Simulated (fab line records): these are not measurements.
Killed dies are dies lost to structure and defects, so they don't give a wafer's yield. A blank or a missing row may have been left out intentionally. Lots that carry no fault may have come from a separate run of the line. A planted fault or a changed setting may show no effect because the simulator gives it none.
One fault through the eyes of 2 desks | flow sfq-line | each desk holds nothing but its own numbers, with what lay behind them at the end

## FROM THE METROLOGY DESK
Means of the sampled wafers that have a number, per lot and without regard to the tool the lot ran on: this is what the gauges read. Any lot whose mean is over 4 standard deviations away from the usual mean is out of limits and marked OUT; that distance is given in the brackets.
Columns: A = M3_NB_RS at SFQ_M3_RS_MEAS_919, usual 0.894 ohm/sq; B = M3_OVL at SFQ_M3_OVL_MEAS_921, usual -3 nm
lot  | first seen here | A     | B
L648 | day 32 02:11    | 0.893 | -2
L659 | day 38 07:16    | 0.891 | -2
L662 | day 40 10:40    | 0.902 | -3
L667 | day 46 21:13    | 0.900 | 2
L668 | day 47 04:33    | 0.903 | 1
This desk's finding: nothing out of limits on any of the 5 lots.

## AT THE TOOL OWNER'S DESK: rie-metal-03
The tool's own readings at SFQ_TRILAYER_M3_BARC_OPEN_METAL_ETCH_100 (etches BARC in O2, target depth 125 nm, time 41.7 s): means of the sampled wafers that have a number, for each lot that ran on this tool. Any lot whose mean is over 4 standard deviations away from the usual mean is out of limits and marked OUT; that distance is given in the brackets.
Columns: A = bias-w at SFQ_TRILAYER_M3_BARC_OPEN_METAL_ETCH_100, usual 78.59 W; B = drypump-motor-current-A at SFQ_TRILAYER_M3_BARC_OPEN_METAL_ETCH_100, usual 5.8 A; C = he-backside-leak-sccm at SFQ_TRILAYER_M3_BARC_OPEN_METAL_ETCH_100, usual 3.36 sccm; D = oes-product-au at SFQ_TRILAYER_M3_BARC_OPEN_METAL_ETCH_100, usual 0.685 a.u.; E = rf-fwd-power-W at SFQ_TRILAYER_M3_BARC_OPEN_METAL_ETCH_100, usual 594.5 W
lot  | first seen here | A     | B   | C    | D     | E
L659 | day 43 22:08    | 78.66 | 6.1 | 3.52 | 0.687 | 561.5 (-13) OUT
L668 | day 52 15:41    | 78.51 | 6.0 | 3.45 | 0.686 | 592.8
This desk finds L659 out of limits, L659 being first, at day 43 22:08 (rf-fwd-power-W at SFQ_TRILAYER_M3_BARC_OPEN_METAL_ETCH_100). L668: within limits.

## ALL TOGETHER
An alarm could have come from the tool owner's desk at day 43 22:08, on L659.
At the metrology desk, nothing out of limits was observed.
The metrology desk holds a record of L659, inside its limits.
All the named lots went through SFQ_TRILAYER_M3_BARC_OPEN_METAL_ETCH_100 on rie-metal-03.

## WHAT THE SIMULATOR HAD INSERTED
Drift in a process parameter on rie-metal-03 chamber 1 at SFQ_TRILAYER_M3_BARC_OPEN_METAL_ETCH_100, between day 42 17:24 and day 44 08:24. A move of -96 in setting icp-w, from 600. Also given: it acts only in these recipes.
Shown lots that were struck: L659.
Time in hours from fault onset to the first out-of-limits reading at each desk: the tool owner's desk, 29.
